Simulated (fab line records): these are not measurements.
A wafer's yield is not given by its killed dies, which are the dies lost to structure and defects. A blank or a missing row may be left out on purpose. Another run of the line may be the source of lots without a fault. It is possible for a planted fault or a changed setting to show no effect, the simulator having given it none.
2 desks looking at one fault :: flow sky130 :: each desk holds nothing but its own numbers, with what lay behind them at the end

## FROM THE METROLOGY DESK
What the gauges read, lot by lot, whatever tool the lot ran on: means of the sampled wafers that have a number. Any lot whose mean is over 4 standard deviations away from the usual mean is out of limits and marked OUT; that distance is given in the brackets.
Columns: A = FIELD_ISO_OXIDATION_00_THK at SKY_FIELD_ISO_THK_MEAS_02, usual 12.11 nm; B = FIELD_ISO_CVD_03_THK at SKY_FIELD_ISO_THK_MEAS_04, usual 165.1 nm
lot: L863
first seen here: day 1 13:22
A: 12.19
B: 164.5

lot: L864
first seen here: day 1 16:46
A: 12.08
B: 164.7

lot: L865
first seen here: day 1 23:40
A: 12.30
B: 165.3

lot: L866
first seen here: day 2 02:38
A: 12.18
B: 166.3

lot: L871
first seen here: day 3 04:46
A: 12.01
B: 162.3

lot: L872
first seen here: day 3 09:16
A: 12.08
B: 165.8

lot: L874
first seen here: day 3 20:26
A: 12.18
B: 165.5

lot: L877
first seen here: day 4 09:38
A: 12.18
B: 165.9

lot: L878
first seen here: day 4 14:40
A: 12.08
B: 165.7

lot: L879
first seen here: day 4 19:38
A: 12.20
B: 163.6

lot: L880
first seen here: day 5 01:07
A: 11.76
B: 167.4

lot: L881
first seen here: day 5 06:47
A: 12.34
B: 164.4

lot: L886
first seen here: day 6 07:16
A: 12.11
B: 165.8
Finding of this desk: none of the 13 lots has anything out of limits.

## FOR THE TOOL OWNER'S DESK: implanter-03
The tool's own readings at SKY_NWELL_IMPLANT_24: means of the sampled wafers that have a number, for each lot that ran on this tool. Any lot whose mean is over 4 standard deviations away from the usual mean is out of limits and marked OUT; that distance is given in the brackets.
Columns: A = beam-energy-keV at SKY_NWELL_IMPLANT_24, usual 140.00; B = beam-on-s at SKY_NWELL_IMPLANT_24, usual 10.00 s; C = dose-ions-cm2 at SKY_NWELL_IMPLANT_24, usual 9.201e+12
lot: L864
first seen here: day 5 08:16
A: 140.01
B: 10.06
C: 9.188e+12

lot: L871
first seen here: day 7 08:24
A: 152.11 (+99 or more) OUT
B: 10.03
C: 9.193e+12

lot: L872
first seen here: day 7 11:17
A: 152.13 (+99 or more) OUT
B: 10.15
C: 9.206e+12

lot: L874
first seen here: day 8 04:43
A: 152.05 (+99 or more) OUT
B: 10.15
C: 9.204e+12
Finding of this desk: L871, L872, L874 out of limits; the first was L871 at day 7 08:24, on beam-energy-keV at SKY_NWELL_IMPLANT_24. In limits: L864.

## TAKEN TOGETHER
On L871, L872, L874, at day 7 08:24, an alarm was possible from the tool owner's desk.
From the metrology desk's view, nothing was out of limits.
The metrology desk holds a record of L871, L872, L874, inside its limits.
On implanter-03, each named lot ran SKY_NWELL_IMPLANT_24.

## WHAT THE SIMULATOR PUT IN
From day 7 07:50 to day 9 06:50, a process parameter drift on implanter-03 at SKY_NWELL_IMPLANT_24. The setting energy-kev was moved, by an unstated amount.
Shown lots that were struck: L871, L872, L874.
How many hours passed from the start of the fault until each desk's first out-of-limits reading: the tool owner's desk, 1.
